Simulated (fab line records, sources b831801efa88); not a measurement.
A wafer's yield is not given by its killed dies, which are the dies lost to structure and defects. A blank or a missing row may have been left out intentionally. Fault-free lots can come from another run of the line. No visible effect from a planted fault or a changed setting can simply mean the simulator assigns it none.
Which tool was responsible?    flow sky130    Sampling: 13 lots, 39 wafers, 4 of 708 route steps

## WHAT THE GAUGES READ, wafer by wafer
SKY_CONTACT_CD_MEAS_14: target cd 170 nm. Usual: cd-nm 169.9 nm, standard deviation 1.4.
lot   measured      on         cd-nm (nm)         flag
L502  day 31 07:36  cd-sem-01  168.8 168.7 170.2  
L503  day 32 15:12  cd-sem-01  170.8 170.5 169.8  
L504  day 32 15:36  cd-sem-01  168.3 168.6 167.2  
L507  day 33 05:06  cd-sem-01  170.1 170.8 170.4  
L508  day 33 11:25  cd-sem-02  167.9 168.9 167.9  
L509  day 33 13:42  cd-sem-01  169.9 171.2 171.3  
L510  day 34 04:46  cd-sem-01  170.9 170.1 169.9  
L511  day 34 09:25  cd-sem-01  169.5 170.8 167.9  
L512  day 34 22:21  cd-sem-02  169.0 170.5 170.4  
L514  day 35 14:06  cd-sem-02  171.2 172.5 171.5  
L516  day 37 08:41  cd-sem-02  168.6 168.8 169.7  
L524  day 39 07:38  cd-sem-02  170.3 171.3 171.3  
L525  day 39 10:05  cd-sem-01  167.9 167.8 165.8  

## WHICH TOOL RAN EACH LOT (tool, then ch and the chambers of the sampled wafers, then the start)
lot   SKY_LI_CONTACT_ETCH_14              SKY_LI_CONTACT_SPUTTER_20     SKY_CONTACT_CMP_04
L502  rie-diel-03 ch 0,2,3, day 28 21:35  pvd-sputter-03, day 28 22:05  cmp-01 ch 1,2, day 30 04:07
L503  rie-diel-03 ch 0,1,2, day 30 04:17  pvd-sputter-03, day 30 04:47  cmp-02 ch 0,2,3, day 31 10:46
L504  rie-diel-02 ch 0,3, day 30 04:19    pvd-sputter-01, day 30 04:49  cmp-02 ch 0,1,2, day 31 11:31
L507  rie-diel-03 ch 0,1, day 30 18:32    pvd-sputter-04, day 30 19:02  cmp-01 ch 0,2,3, day 32 01:55
L508  rie-diel-04 ch 1,3, day 31 01:58    pvd-sputter-01, day 31 02:28  cmp-01 ch 0,1,3, day 32 07:43
L509  rie-diel-02 ch 1,2, day 31 04:22    pvd-sputter-04, day 31 04:52  cmp-01 ch 1,2,3, day 32 10:22
L510  rie-diel-02 ch 2,3, day 31 18:56    pvd-sputter-01, day 31 19:26  cmp-02 ch 1,3, day 33 02:08
L511  rie-diel-03 ch 0,2, day 32 00:50    pvd-sputter-01, day 32 01:31  cmp-01 ch 1,2,3, day 33 06:52
L512  rie-diel-03 ch 0,3, day 32 14:44    pvd-sputter-04, day 32 15:15  cmp-02 ch 0,1, day 33 19:50
L514  rie-diel-03 ch 0,2,3, day 33 06:44  pvd-sputter-01, day 33 07:14  cmp-01 ch 1,2, day 34 10:58
L516  rie-diel-04 ch 0,2,3, day 34 23:14  pvd-sputter-01, day 34 23:44  cmp-02 ch 2,3, day 36 05:07
L524  rie-diel-02 ch 1,3, day 37 02:05    pvd-sputter-04, day 37 02:37  cmp-01 ch 2,3, day 38 06:25
L525  rie-diel-02 ch 1,2, day 37 03:50    pvd-sputter-04, day 37 04:22  cmp-01 ch 2,3, day 38 08:39
- SKY_LI_CONTACT_ETCH_14: etches BARC in N2/H2, stops on SiO2, time 45.9 s, target depth 60 nm.
- SKY_LI_CONTACT_SPUTTER_20: material TiN, target thk 20 nm, time 80 s.
- SKY_CONTACT_CMP_04: polishes SiO2.

## AS READ BY THE TOOLS THEMSELVES (means over the sampled wafers that have a number; for cases with no such wafer, the mark the record gives instead)
SKY_LI_CONTACT_ETCH_14. Usual: drypump-motor-current-A 5.6 A, standard deviation 0.64; oes-product-au 0.855 a.u., standard deviation 0.005; throttle-valve-pct 13.226 %, standard deviation 0.0088.
lot   tool         drypump-motor-current-A (A)  oes-product-au (a.u.)  throttle-valve-pct (%)  flag
L502  rie-diel-03  5.5                          0.853                  13.231                  
L503  rie-diel-03  5.8                          0.852                  13.220                  
L504  rie-diel-02  5.5                          0.848                  13.220                  
L507  rie-diel-03  5.2                          0.853                  13.222                  
L508  rie-diel-04  5.8                          0.850                  13.230                  
L509  rie-diel-02  5.2                          0.855                  13.226                  
L510  rie-diel-02  5.3                          0.856                  13.222                  
L511  rie-diel-03  5.2                          0.859                  13.220                  
L512  rie-diel-03  5.0                          0.859                  13.230                  
L514  rie-diel-03  5.5                          0.852                  13.225                  
L516  rie-diel-04  6.2                          0.853                  13.225                  
L524  rie-diel-02  5.2                          0.852                  13.230                  
L525  rie-diel-02  5.1                          0.853                  13.229                  

SKY_LI_CONTACT_SPUTTER_20. Usual: throttle-valve-pct 30.5 %, standard deviation 1.
lot   tool            throttle-valve-pct (%)  flag
L502  pvd-sputter-03  30.0                    
L503  pvd-sputter-03  29.9                    
L504  pvd-sputter-01  31.2                    
L507  pvd-sputter-04  29.6                    
L508  pvd-sputter-01  31.1                    
L509  pvd-sputter-04  30.4                    
L510  pvd-sputter-01  30.7                    
L511  pvd-sputter-01  30.4                    
L512  pvd-sputter-04  30.0                    
L514  pvd-sputter-01  30.9                    
L516  pvd-sputter-01  31.6                    
L524  pvd-sputter-04  30.5                    
L525  pvd-sputter-04  29.7                    

SKY_CONTACT_CMP_04. Usual: head-pressure-psi 4.000 psi, standard deviation 0.0086; motor-current-A 13.0 A, standard deviation 1.6; time-to-endpoint-s 83 s, standard deviation 3.6.
lot   tool    head-pressure-psi (psi)  motor-current-A (A)  time-to-endpoint-s (s)  flag
L502  cmp-01  3.997                    11.7                 72                      OFF
L503  cmp-02  4.004                    12.9                 83                      
L504  cmp-02  4.007                    12.9                 81                      
L507  cmp-01  3.997                    13.4                 85                      
L508  cmp-01  3.996                    12.5                 80                      
L509  cmp-01  3.995                    13.4                 83                      
L510  cmp-02  3.993                    13.3                 84                      
L511  cmp-01  3.996                    13.0                 90                      
L512  cmp-02  3.998                    12.1                 81                      
L514  cmp-01  4.005                    12.6                 84                      
L516  cmp-02  3.998                    14.0                 83                      
L524  cmp-01  4.966                    16.3                 67                      OFF
L525  cmp-01  4.982                    17.0                 69                      OFF

## THE ANSWER, worked out from the rows above alone
Rule: a lot counts as off when the mean over its wafers that have a number is more than 3 standard deviations away from the usual mean. A lot without any number at a reading at which 4 lots or more have one is off too. Where the step has rows for the other lots, those lots are counted as sound. Order of review: gauges by route order, followed by the tools' own readings, for which a lot's mean as printed above is used. The first step at which some lot is off is used, and at that step the reading that is off furthest; a lot without a number counts as furthest.
Off: L524, L525 (SKY_CONTACT_CMP_04, head-pressure-psi).
If a tool, at that step or one of the process steps before it, ran each lot that is off and ran no sound lot following the first of them, it fits. Can't be told from this: 3 tools fit, rie-diel-02 at SKY_LI_CONTACT_ETCH_14, pvd-sputter-04 at SKY_LI_CONTACT_SPUTTER_20, cmp-01 at SKY_CONTACT_CMP_04.

## WHAT HAD BEEN PUT IN BY THE SIMULATOR
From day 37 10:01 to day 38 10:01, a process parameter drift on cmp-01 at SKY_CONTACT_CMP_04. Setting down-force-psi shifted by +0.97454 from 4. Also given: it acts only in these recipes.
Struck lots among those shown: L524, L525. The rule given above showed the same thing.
